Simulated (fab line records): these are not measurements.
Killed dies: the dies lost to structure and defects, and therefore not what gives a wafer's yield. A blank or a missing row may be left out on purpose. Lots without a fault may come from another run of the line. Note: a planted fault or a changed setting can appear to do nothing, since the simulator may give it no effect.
fab line records	flow sky130
[record] lots = 6	wafers = 17	last-day = 50
route steps=708 shown LOCAL_INTERCONNECT@405 CONTACT@406 PAD_OPEN@708
lots untouched by any fault: they come from a run of this same line in which no faults occurred
start-h: start of the lot's first displayed wafer, in hours after the record's first day	wait-h: time in hours since the lot's previous step	" unchanged from the row above	L1.1+2: several wafers, shown together as one row	- no value, or no start was given	* or withheld: withheld	< > ~ a bound
route shown NAME@n: NAME is a module with steps in the file, n the number in the route of the first one	usual: mean and standard deviation over wafers with no fault	same: alike in all rows	chamber/n: place in a boat	sites: the reading at each site	_std_site: standard deviation across them	_edge_site: outer sites' mean less inner sites'	radius-mm: for every site, how far away it sits from the centre of the wafer	mask NAME#n: copy n	behind: the tool/chamber that last shaped the wafer	hold: why the lot was held/for how many hours/how that ended	device: whichever transistor did not switch (one of n, p or np)	end of line: the route-end tests of the same wafers	where a step has no rows: the recipe by itself	killed: the dies lost at the first sort to structure and to defects; this is not the yield of the wafer	map: dies across one wafer; x = killed, . = not, _ = none there
set.NAME: the run value of the setting; set.NAME@STEP: its run value at that earlier step	model.NAME: the simulator's own value behind a step, which no gauge read
certain route steps with their lots: each step a table, each wafer a row
services: when a tool's chamber went out of use (start-h, in hours from the record's first day, below 0 if earlier), for how many hours, and the reason
[[steps]]
[step SKY_LOCAL_INTERCONNECT_CLEAN_18]
[recipe] chemistry = O3/DIW	dry = n2-spin
[step SKY_CONTACT_CVD_00]
[recipe] material = Si3N4	target-thk-nm = 75	temp-c = 400	time-s = withheld	rf-w = 450
[usual] heater-power-w = 709/120
lot.wafer	tool	chamber	start-h	wait-h	heater-power-w
L440.1	pecvd-01	0	753.52	0.0	889
L440.2	"	1	"	"	546
L440.3	"	2	"	"	711
L442.1	pecvd-01	2	771.28	0.0	714
L442.3	"	0	"	"	945
L442.4	"	0	"	"	955
L447.1	pecvd-01	0	802.41	0.0	1031
L447.3	"	2	"	"	680
L447.6	"	1	"	"	587
L450.2	pecvd-02	2	822.73	0.0	650
L450.6	"	2	"	"	657
L458.2	pecvd-02	2	880.18	0.0	701
L458.5	"	0	"	"	667
L458.6	"	2	"	"	685
L459.2	pecvd-01	2	882.33	0.0	665
L459.4	"	2	"	"	663
L459.6	"	0	"	"	1007
[step SKY_CONTACT_THK_MEAS_01]
[recipe] reads = Si3N4_of_CONTACT_CVD_00
[usual] CONTACT_CVD_00_THK = 75.3/0.97
lot.wafer	tool	chamber	start-h	wait-h	CONTACT_CVD_00_THK[nm]
L440.1	film-metro-01	-	753.55	-	75.1
L440.2	"	-	"	"	73.9
L440.3	"	-	"	"	76.0
L442.1	film-metro-02	-	771.31	-	74.6
L442.3	"	-	"	"	74.3
L442.4	"	-	"	"	74.6
L447.1	film-metro-04	-	802.45	-	75.7
L447.3	"	-	"	"	76.0
L447.6	"	-	"	"	75.4
L450.2	film-metro-02	-	822.82	-	74.6
L450.6	"	-	"	"	74.5
L458.2	film-metro-02	-	880.24	-	74.8
L458.5	"	-	"	"	77.0
L458.6	"	-	"	"	75.9
L459.2	film-metro-04	-	882.37	-	75.7
L459.4	"	-	"	"	76.6
L459.6	"	-	"	"	75.7
[step SKY_CONTACT_HDPCVD_02]
[recipe] material = SiO2	target-thk-nm = 565	sigma-open-frac = 0.3	time-s = 94.2	temp-c = 600	sih4-flow-sccm = 60	pressure-mtorr = 6
[step SKY_CONTACT_THK_MEAS_03]
[recipe] reads = SiO2_of_CONTACT_HDPCVD_02
[usual] CONTACT_HDPCVD_THK = 563/5
lot.wafer	tool	chamber	start-h	wait-h	CONTACT_HDPCVD_THK[nm]
L440.1	film-metro-04	-	753.68	0.0	564
L440.2	"	-	"	"	563
L440.3	"	-	"	"	560
L442.1	film-metro-01	-	771.44	0.0	559
L442.3	"	-	"	"	564
L442.4	"	-	"	"	556
L447.1	film-metro-02	-	802.57	0.0	562
L447.3	"	-	"	"	569
L447.6	"	-	"	"	568
L450.2	film-metro-01	-	822.95	0.0	575
L450.6	"	-	"	"	563
L458.2	film-metro-04	-	880.37	0.0	562
L458.5	"	-	"	"	565
L458.6	"	-	"	"	561
L459.2	film-metro-01	-	882.50	0.0	566
L459.4	"	-	"	"	569
L459.6	"	-	"	"	568
[step SKY_CONTACT_CMP_04]
[recipe] material = SiO2	down-force-psi = 4	platen-rpm = 60	pad-velocity-m-s = 0.94248
[usual] head-pressure-psi = 4.000/0.0095	motor-current-A = 12.1/1.3	time-to-endpoint-s = 81/4
lot.wafer	tool	chamber	start-h	wait-h	head-pressure-psi	motor-current-A	time-to-endpoint-s
L440.2	cmp-01	2	753.74	0.0	4.000	11.0	81
L440.3	"	3	"	"	4.011	11.2	81
L440.1	"	1	"	"	3.991	14.5	77
L442.3	cmp-02	0	771.50	0.0	3.990	10.9	83
L442.4	"	1	"	"	4.005	10.9	76
L442.1	"	2	"	"	4.001	13.3	80
L447.1	cmp-01	0	802.68	0.1	3.995	10.8	80
L447.3	"	1	"	"	4.002	14.0	78
L447.6	"	3	"	"	4.018	11.4	85
L450.2	cmp-02	3	823.00	0.0	3.995	12.9	88
L450.6	"	0	"	"	3.991	11.1	84
L458.2	cmp-02	2	880.42	0.0	4.004	13.4	87
L458.6	"	2	"	"	4.004	13.7	82
L458.5	"	3	"	"	4.003	13.3	86
L459.4	cmp-02	1	882.60	0.1	3.994	12.6	85
L459.2	"	3	"	"	3.997	13.5	83
L459.6	"	1	"	"	4.004	11.4	81
[step SKY_CONTACT_BOW_MEAS_05]
[recipe] mode = bow
[usual] CONTACT_BOW = 81/6.9
lot.wafer	tool	chamber	start-h	wait-h	CONTACT_BOW[um]
L440.1	film-metro-04	-	754.04	0.1	80
L440.2	"	-	"	"	85
L440.3	"	-	"	"	77
L442.1	film-metro-04	-	771.80	0.1	78
L442.3	"	-	"	"	87
L442.4	"	-	"	"	75
L447.1	film-metro-02	-	802.93	0.2	96
L447.3	"	-	"	"	85
L447.6	"	-	"	"	88
L450.2	film-metro-01	-	823.32	0.3	83
L450.6	"	-	"	"	76
L458.2	film-metro-04	-	880.74	0.3	80
L458.5	"	-	"	"	91
L458.6	"	-	"	"	75
L459.2	film-metro-04	-	882.87	0.1	80
L459.4	"	-	"	"	78
L459.6	"	-	"	"	72
[step SKY_CONTACT_DEHYDRATE_06]
[recipe] temp-c = 200	time-s = 60
[step SKY_CONTACT_HMDS_07]
[recipe] prime-time-s = 60	prime-temp-c = 120
[step SKY_CONTACT_COAT_08]
[recipe] resist = BARC	temp-c = withheld	time-s = withheld	spin-rpm = 3000	resist-thk-nm = 60
[step SKY_CONTACT_COAT_09]
[recipe] resist = KrF-thick	spin-rpm = 3000	resist-thk-nm = 450
[step SKY_CONTACT_SOFTBAKE_10]
[recipe] temp-c = 100	time-s = 90	resist = KrF-thick
[step SKY_CONTACT_EXPOSE_11]
[recipe] mask-id = CTM1	na = 0.8	source-shape = annular	sigma-inner = 0.55	sigma-outer = 0.85	target-cd-nm = 170	dose-mj = 38
[usual] exposure-dose-mJ-cm2 = 37.96/0.04	reticle-temp-C = 22.99/0.11	stage-vel-mm-s = 500.00/0.24
[same] sigma-outer = 0.85
lot.wafer	tool	chamber	start-h	wait-h	mask	exposure-dose-mJ-cm2	reticle-temp-C	stage-vel-mm-s
L440.1	krf-scanner-02	0	768.08	-	CTM1#0	37.95	22.86	500.04
L440.2	"	0	"	"	CTM1#0	38.01	23.00	500.38
L440.3	"	0	"	"	CTM1#0	37.94	22.78	500.29
L442.1	krf-scanner-01	0	785.58	-	CTM1#0	37.99	22.96	500.01
L442.3	"	0	"	"	CTM1#0	37.99	22.95	500.17
L442.4	"	0	"	"	CTM1#0	38.01	22.91	500.41
L447.1	krf-scanner-01	0	817.06	-	CTM1#0	37.96	22.90	499.80
L447.3	"	0	"	"	CTM1#0	37.82	23.00	500.05
L447.6	"	0	"	"	CTM1#0	37.90	23.01	499.86
L450.2	krf-scanner-01	0	836.77	-	CTM1#0	37.96	22.96	499.79
L450.6	"	0	"	"	CTM1#0	37.94	22.89	499.45
L458.2	krf-scanner-02	0	893.85	-	CTM1#0	37.99	23.05	500.26
L458.5	"	0	"	"	CTM1#0	37.96	22.81	500.39
L458.6	"	0	"	"	CTM1#0	38.01	22.87	499.83
L459.2	krf-scanner-02	0	896.33	-	CTM1#0	38.01	23.07	499.93
L459.4	"	0	"	"	CTM1#0	37.94	23.00	500.00
L459.6	"	0	"	"	CTM1#0	37.93	22.87	500.21
[step SKY_CONTACT_PEB_12]
[recipe] peb-temp-c = withheld	peb-time-s = withheld	resist = KrF-thick
[step SKY_CONTACT_DEVELOP_13]
[recipe] develop-time-s = 60	resist = KrF-thick	dev-temp-c = 21
[step SKY_CONTACT_CD_MEAS_14]
[recipe] target-cd-nm = 170
[usual] cd-nm = 170.4/1.2
lot.wafer	tool	chamber	start-h	wait-h	cd-nm
L440.1	cd-sem-02	-	781.20	-	169.4
L440.2	"	-	"	"	168.1
L440.3	"	-	"	"	168.7
L442.1	cd-sem-02	-	797.70	-	169.8
L442.3	"	-	"	"	171.4
L442.4	"	-	"	"	170.1
L447.1	cd-sem-02	-	829.56	-	150.5
L447.3	"	-	"	"	170.0
L447.6	"	-	"	"	170.5
L450.2	cd-sem-02	-	849.48	-	149.8
L450.6	"	-	"	"	168.8
L458.2	cd-sem-01	-	906.17	-	170.9
L458.5	"	-	"	"	171.4
L458.6	"	-	"	"	170.8
L459.2	cd-sem-01	-	908.03	-	171.2
L459.4	"	-	"	"	171.2
L459.6	"	-	"	"	172.1
[step SKY_CONTACT_OVL_MEAS_15]
[usual] CONTACT_OVL = -3/4.3
lot.wafer	tool	chamber	start-h	wait-h	CONTACT_OVL[nm]
L440.1	overlay-02	-	781.32	0.1	5
L440.2	"	-	"	"	-1
L440.3	"	-	"	"	5
L442.1	overlay-01	-	797.82	0.1	-3
L442.3	"	-	"	"	-5
L442.4	"	-	"	"	-3
L447.1	overlay-02	-	829.68	0.1	-1
L447.3	"	-	"	"	0
L447.6	"	-	"	"	-3
L450.2	overlay-01	-	849.58	0.1	1
L450.6	"	-	"	"	-5
L458.2	overlay-02	-	906.28	0.1	0
L458.5	"	-	"	"	-1
L458.6	"	-	"	"	-2
L459.2	overlay-01	-	908.17	0.1	-6
L459.4	"	-	"	"	-3
L459.6	"	-	"	"	-3
[step SKY_CONTACT_ETCH_16]
[recipe] chemistry = N2/H2	target = BARC	ion-energy-ev = 200	source-w = 500	bias-w = 100	pressure-mtorr = 30	n2-flow-sccm = 100	h2-flow-sccm = 200	stop-on = SiO2	time-s = 45.9	target-depth-a = 600
[usual] drypump-motor-current-A = 5.7/0.47	n2-flow-sccm = 100.0/0.31	oes-product-au = 0.854/0.0057	throttle-valve-pct = 13.226/0.0099
lot.wafer	tool	chamber	start-h	wait-h	drypump-motor-current-A	n2-flow-sccm	oes-product-au	rf-hours-counter-h	throttle-valve-pct	model.CONTACT.cd-nm
L440.1	rie-diel-03	1	781.36	0.0	5.6	99.8	0.855	14	13.215	170
L440.2	"	3	"	"	5.8	99.7	0.862	14	13.233	168.2
L440.3	"	0	"	"	6.5	100.1	0.856	6	13.214	168.6
L442.1	rie-diel-01	1	797.86	0.0	5.8	99.6	0.847	11	13.222	170.1
L442.3	"	3	"	"	6.0	99.4	0.840	15	13.220	171.4
L442.4	"	0	"	"	5.3	99.9	0.853	6	13.236	169.4
L447.1	rie-diel-03	1	829.71	0.0	5.6	99.9	0.850	15	13.225	151.1
L447.3	"	3	"	"	5.8	100.4	0.853	16	13.219	170
L447.6	"	1	"	"	5.6	100.0	0.852	-	13.217	170.4
L450.2	rie-diel-04	0	849.61	0.0	6.3	99.5	0.852	12	13.216	149.3
L450.6	"	1	"	"	4.7	99.7	0.849	-	13.208	169
L458.2	rie-diel-03	3	906.31	0.0	5.8	100.3	0.869	19	13.228	171.2
L458.5	"	3	"	"	5.8	99.8	0.859	-	13.236	171.3
L458.6	"	2	"	"	5.3	99.9	0.862	-	13.204	171.7
L459.2	rie-diel-03	3	908.20	0.0	5.8	98.9	0.865	19	13.224	171.7
L459.4	"	0	"	"	6.5	100.1	0.856	10	13.234	171.2
L459.6	"	0	"	"	6.5	100.1	0.861	-	13.220	172.3
[step SKY_CONTACT_ETCH_17]
[recipe] target = SiO2	chemistry = C4F8/O2/Ar	stop-on = Si3N4	mask-material = KrF-thick	source-w = 1500	bias-w = 1200	pressure-mtorr = 40	c4f8-flow-sccm = withheld	O2_flow_sccm = 6	Ar_flow_sccm = 300	time-s = withheld	target-depth-a = 3400
[usual] oes-product-au = 0.892/0.0046
lot.wafer	tool	chamber	start-h	wait-h	oes-product-au
L440.1	rie-diel-03	1	781.40	0.0	0.886
L440.2	"	3	"	"	0.890
L440.3	"	0	"	"	0.888
L442.1	rie-diel-01	1	797.90	0.0	0.889
L442.3	"	3	"	"	0.892
L442.4	"	0	"	"	0.886
L447.1	rie-diel-03	1	829.75	0.0	0.900
L447.3	"	3	"	"	0.893
L447.6	"	1	"	"	0.884
L450.2	rie-diel-04	0	849.66	0.0	0.901
L450.6	"	1	"	"	0.893
L458.2	rie-diel-03	3	906.35	0.0	0.890
L458.5	"	3	"	"	0.887
L458.6	"	2	"	"	0.889
L459.2	rie-diel-03	3	908.24	0.0	0.892
L459.4	"	0	"	"	0.897
L459.6	"	0	"	"	0.887
[step SKY_CONTACT_ETCH_18]
[recipe] target = Si3N4	chemistry = CHF3/O2	stop-on = TiN	source-w = 600	bias-w = 200	pressure-mtorr = 40	chf3-flow-sccm = 50	O2_flow_sccm = 5	time-s = 39	target-depth-a = 750
[usual] drypump-motor-current-A = 5.7/0.47	oes-product-au = 0.856/0.0079	throttle-valve-pct = 8.794/0.0099
lot.wafer	tool	chamber	start-h	wait-h	drypump-motor-current-A	oes-product-au	rf-hours-counter-h	throttle-valve-pct	model.CONTACT.cd-nm
L440.1	rie-diel-03	1	-	-	5.5	0.855	14	8.793	169.8
L440.2	"	3	"	"	5.8	0.848	15	8.778	168.3
L440.3	"	0	"	"	6.5	0.859	6	8.783	168.3
L442.1	rie-diel-01	1	-	-	5.8	0.850	11	8.806	170.4
L442.3	"	3	"	"	5.9	0.850	15	8.806	171.5
L442.4	"	0	"	"	5.2	0.843	6	8.803	169.5
L447.1	rie-diel-03	1	-	-	5.6	0.859	15	8.789	150.7
L447.3	"	3	"	"	5.7	0.859	16	8.802	170.3
L447.6	"	1	"	"	5.6	0.859	-	8.809	170
L450.2	rie-diel-04	0	-	-	6.2	0.840	12	8.774	149.6
L450.6	"	1	"	"	4.8	0.848	-	8.781	168.9
L458.2	rie-diel-03	3	-	-	5.7	0.865	19	8.790	171.6
L458.5	"	3	"	"	5.8	0.873	-	8.786	171.5
L458.6	"	2	"	"	5.2	0.867	-	8.790	171.5
L459.2	rie-diel-03	3	-	-	5.8	0.859	19	8.782	172
L459.4	"	0	"	"	6.5	0.863	10	8.809	171.4
L459.6	"	0	"	"	6.5	0.856	-	8.797	172.2
[step SKY_CONTACT_STRIP_19]
[recipe] chemistry = O2/N2	power-w = 1400	pressure-mtorr = 1500	platen-temp-c = withheld	o2-flow-sccm = 3000	n2-flow-sccm = 300	overash-fraction = 0.5
[usual] drypump-motor-current-A = 5.5/0.52	n2-flow-sccm = 300.0/0.8	oes-product-au = 0.381/0.0046	strip-time-to-endpoint-s = 3.629/0.028
lot.wafer	tool	chamber	start-h	wait-h	drypump-motor-current-A	n2-flow-sccm	oes-product-au	rf-hours-counter-h	strip-time-to-endpoint-s
L440.1	plasma-asher-03	0	781.49	-	6.4	298.8	0.388	3	3.560
L440.2	"	1	"	"	5.4	300.3	0.379	3	3.588
L440.3	"	1	"	"	5.4	300.7	0.376	-	3.579
L442.1	plasma-asher-02	1	797.99	-	5.6	300.3	0.378	98	3.655
L442.3	"	1	"	"	5.6	299.4	0.390	-	3.672
L442.4	"	0	"	"	4.9	300.0	0.385	-	3.669
L447.1	plasma-asher-03	1	829.84	-	5.4	300.6	0.379	9	3.616
L447.3	"	0	"	"	6.5	298.8	0.384	-	3.650
L447.6	"	0	"	"	6.5	300.6	0.381	-	3.589
L450.2	plasma-asher-01	1	849.75	-	5.5	300.4	0.385	41	3.615
L450.6	"	0	"	"	5.2	301.8	0.382	-	3.631
L458.2	plasma-asher-02	1	906.44	-	5.6	299.1	0.389	110	3.653
L458.5	"	1	"	"	5.6	300.3	0.382	-	3.665
L458.6	"	0	"	"	4.9	298.6	0.374	-	3.685
L459.2	plasma-asher-02	1	908.37	-	5.6	300.7	0.380	111	3.622
L459.4	"	0	"	"	4.9	300.6	0.381	-	3.628
L459.6	"	1	"	"	5.6	299.6	0.382	-	3.629
[step SKY_PAD_OPEN_PROBE_99]
[usual] killed_at_M0_to_M3 = 42/7.1	killed_at_M4_up = 3.3/1.9	killed-at-contacts = 24/5	killed-at-front-end = 15/4.7	killed-at-other = 0.3/0.61	killed-dies = 86/9.6	killed-open = 47/7.5	killed-short = 38/6.6
[same] gross-dies = 492	killed-at-back-side = 0
lot.wafer	tool	chamber	start-h	wait-h	killed_at_M0_to_M3	killed_at_M4_up	killed-at-contacts	killed-at-front-end	killed-at-other	killed-dies	killed-open	killed-short	model.etest.mcon-chain.rc-ohm
L440.1	prober-02	-	1110.63	0.1	54	3	19	18	0	94	46	48	16.55
L440.2	prober-02	-	1110.68	0.1	34	3	26	14	0	77	53	24	16.87
L440.3	prober-02	-	1110.73	0.2	32	6	27	11	0	76	39	37	16.68
L442.1	prober-01	-	1124.85	0.1	40	7	24	18	1	90	46	44	16.16
L442.3	prober-01	-	1124.95	0.2	37	9	22	18	0	86	44	42	15.86
L442.4	prober-01	-	1125.00	0.2	40	3	25	12	0	80	36	44	17.47
L447.1	prober-01	-	1149.09	0.1	55	4	24	18	0	101	43	49	19.53
L447.3	prober-01	-	1149.19	0.2	40	3	28	13	0	84	39	45	16.63
L447.6	prober-01	-	1149.34	0.2	51	3	16	10	0	80	47	33	16.33
L450.2	prober-02	-	1162.62	0.1	49	3	47	16	0	115	55	44	19.61
L450.6	prober-02	-	1162.82	0.2	43	3	26	12	0	84	53	31	16.86
L458.2	prober-02	-	1198.18	0.1	39	3	27	21	3	93	51	39	16.47
L458.5	prober-02	-	1198.33	0.2	43	5	17	20	1	86	33	52	16.5
L458.6	prober-02	-	1198.38	0.2	40	7	21	26	2	96	49	45	17.3
L459.2	prober-01	-	1200.80	0.1	47	2	17	23	1	90	53	36	16.75
L459.4	prober-01	-	1200.90	0.2	51	3	20	13	0	87	43	44	15.69
L459.6	prober-01	-	1201.00	0.2	44	0	27	18	0	89	57	32	16.3
// killed by level:class
L440.1 CONTACT:geometric-particle:open=11 METAL1:geometric-particle:short=10 VIA1:geometric-particle:short=9 VIA2:geometric-particle:short=6 VIA1:geometric-particle:open=6 VIA2:geometric-particle:open=6 LI_CONTACT:geometric-particle:open=5 METAL2:geometric-particle:short=5
L440.2 LI_CONTACT:geometric-particle:open=9 VIA1:geometric-particle:open=9 CONTACT:geometric-particle:open=8 POLY_GATE:geometric-particle:open=4 LOCAL_INTERCONNECT:geometric-particle:short=4 METAL2:geometric-particle:open=4 VIA2:geometric-particle:short=4 VIA2:geometric-particle:open=4
L440.3 CONTACT:geometric-particle:open=13 METAL1:geometric-particle:short=7 VIA1:geometric-particle:open=7 CONTACT:geometric-particle:short=6 POLY_GATE:geometric-particle:open=4 VIA1:geometric-particle:short=4 FIELD_ISO:geometric-particle:open=3 FIELD_ISO:geometric-particle:short=3
L442.1 CONTACT:geometric-particle:open=10 VIA1:geometric-particle:open=7 VIA1:geometric-particle:short=7 FIELD_ISO:geometric-particle:open=6 METAL2:geometric-particle:short=5 METAL4:geometric-particle:short=5 POLY_GATE:geometric-particle:short=4 LI_CONTACT:geometric-particle:open=4
L442.3 CONTACT:geometric-particle:open=10 VIA3:geometric-particle:open=7 METAL4:geometric-particle:short=7 METAL2:geometric-particle:short=6 POLY_GATE:geometric-particle:short=5 LI_CONTACT:geometric-particle:open=5 VIA1:geometric-particle:open=5 VIA2:geometric-particle:short=4
L442.4 CONTACT:geometric-particle:open=9 CONTACT:geometric-particle:short=9 VIA3:geometric-particle:open=8 METAL1:geometric-particle:short=7 VIA1:geometric-particle:open=6 LI_CONTACT:geometric-particle:open=5 VIA2:geometric-particle:open=4 SPACER:geometric-particle:short=4
L447.1 VIA2:geometric-particle:open=13 CONTACT:area-expose=9 VIA1:geometric-particle:short=8 METAL2:geometric-particle:short=8 METAL1:geometric-particle:short=5 VIA1:geometric-particle:open=5 FIELD_ISO:geometric-particle:short=4 SPACER:geometric-particle:open=4
L447.3 CONTACT:geometric-particle:short=9 CONTACT:geometric-particle:open=8 VIA1:geometric-particle:open=8 METAL2:geometric-particle:short=7 METAL1:geometric-particle:short=6 VIA2:geometric-particle:open=5 LI_CONTACT:geometric-particle:short=4 LI_CONTACT:geometric-particle:open=4
L447.6 VIA1:geometric-particle:open=15 VIA2:geometric-particle:open=7 CONTACT:geometric-particle:open=6 METAL2:geometric-particle:short=6 VIA3:geometric-particle:open=5 LI_CONTACT:geometric-particle:open=4 CONTACT:geometric-particle:short=4 VIA1:geometric-particle:short=4
L450.2 CONTACT:area-expose=16 VIA1:geometric-particle:open=11 VIA3:geometric-particle:open=10 CONTACT:geometric-particle:open=9 LI_CONTACT:geometric-particle:open=7 LI_CONTACT:geometric-particle:short=6 METAL2:geometric-particle:short=6 VIA2:geometric-particle:open=6
L450.6 VIA1:geometric-particle:open=13 LI_CONTACT:geometric-particle:open=10 VIA3:geometric-particle:open=9 CONTACT:geometric-particle:open=7 METAL2:geometric-particle:short=6 FIELD_ISO:geometric-particle:open=5 LOCAL_INTERCONNECT:geometric-particle:short=5 METAL1:geometric-particle:short=4
L458.2 CONTACT:geometric-particle:open=10 LI_CONTACT:geometric-particle:open=7 VIA2:geometric-particle:open=7 VIA3:geometric-particle:open=7 POLY_GATE:geometric-particle:short=6 METAL2:geometric-particle:short=6 FIELD_ISO:geometric-particle:open=5 POLY_GATE:geometric-particle:open=5
L458.5 VIA1:geometric-particle:short=8 FIELD_ISO:geometric-particle:short=7 METAL1:geometric-particle:short=7 VIA2:geometric-particle:open=7 POLY_GATE:geometric-particle:short=6 POLY_GATE:geometric-particle:open=6 CONTACT:geometric-particle:short=5 VIA3:geometric-particle:open=5
L458.6 LI_CONTACT:geometric-particle:open=9 POLY_GATE:geometric-particle:short=8 POLY_GATE:geometric-particle:open=8 VIA2:geometric-particle:open=8 VIA1:geometric-particle:open=7 FIELD_ISO:geometric-particle:short=5 METAL1:geometric-particle:short=5 METAL2:geometric-particle:short=5
L459.2 VIA1:geometric-particle:open=18 CONTACT:geometric-particle:open=9 VIA3:geometric-particle:open=8 POLY_GATE:geometric-particle:short=7 FIELD_ISO:geometric-particle:short=6 FIELD_ISO:geometric-particle:open=5 POLY_GATE:geometric-particle:open=4 CONTACT:geometric-particle:short=4
L459.4 METAL1:geometric-particle:short=10 CONTACT:geometric-particle:open=8 VIA1:geometric-particle:open=8 METAL2:geometric-particle:short=6 VIA3:geometric-particle:open=6 POLY_GATE:geometric-particle:open=5 LI_CONTACT:geometric-particle:open=5 VIA1:geometric-particle:short=5
L459.6 VIA1:geometric-particle:open=12 CONTACT:geometric-particle:open=11 VIA3:geometric-particle:open=8 LI_CONTACT:geometric-particle:open=7 POLY_GATE:geometric-particle:open=6 VIA2:geometric-particle:open=5 CONTACT:geometric-particle:short=5 METAL2:geometric-particle:short=5
[[services]]
tool	chamber	start-h	hours	kind
krf-scanner-01	-	734.84	1.3	pm
cmp-02	-	754.37	5.1	repair
rie-diel-03	-	756.24	4.3	pm
rie-diel-03	1	771.71	8.4	repair
cmp-02	-	780.18	1.8	repair
rie-diel-01	1	783.15	8.6	repair
krf-scanner-02	-	792.30	0.2	repair
rie-diel-03	-	793.74	2.8	pm
krf-scanner-01	-	796.56	0.6	repair
rie-diel-03	2	803.69	2.5	repair
krf-scanner-02	-	803.82	1.6	repair
krf-scanner-01	-	806.75	0.8	pm
krf-scanner-01	-	809.73	1.0	pm
krf-scanner-02	-	812.45	1.0	pm
krf-scanner-01	-	820.16	8.6	repair
krf-scanner-02	-	832.29	12.9	repair
krf-scanner-02	-	858.23	1.0	repair
rie-diel-03	2	859.13	13.1	repair
rie-diel-03	0	866.71	5.2	repair
krf-scanner-02	-	878.65	0.8	pm
rie-diel-03	1	886.23	1.4	repair
krf-scanner-02	-	888.40	3.6	pm
cmp-02	-	896.10	2.9	repair
krf-scanner-02	-	904.27	1.3	pm
[[key]]
[first-sign] step = SKY_CONTACT_CD_MEAS_14	reading = cd-nm	direction = down	sigmas = 17	usual = 170.4	struck = 150.2
effect none on later readings
[model-effect] step = SKY_CONTACT_ETCH_16	value = CONTACT.cd-nm	without = 170.6	struck = 150.2
[model-effect] step = SKY_CONTACT_ETCH_18	value = CONTACT.cd-nm	without = 170.6	struck = 150.1
[model-effect] step = SKY_PAD_OPEN_PROBE_99	value = etest.mcon-chain.rc-ohm	without = 16.68	struck = 19.57
met-at SKY_CONTACT_EXPOSE_11
struck-wafers L447.1,L450.2
tester-left-out L447,L450
onset-between 785.58 817.06
[fault] kind = process-parameter-drift	tool = krf-scanner-01	chamber = -	onset-h = 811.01	steps = SKY_CONTACT_EXPOSE_11	channel = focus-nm	offset = 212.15	shape = step	end-h = 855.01	scope = struck-wafers-only
// tester-left-out: of these lots the tester's yield and bins aren't shown, on N5 and GAA mostly nor the transistor test; their killed dies are dies lost to structure and defects alone, not to doping, threshold or leakage, so they don't give the yield
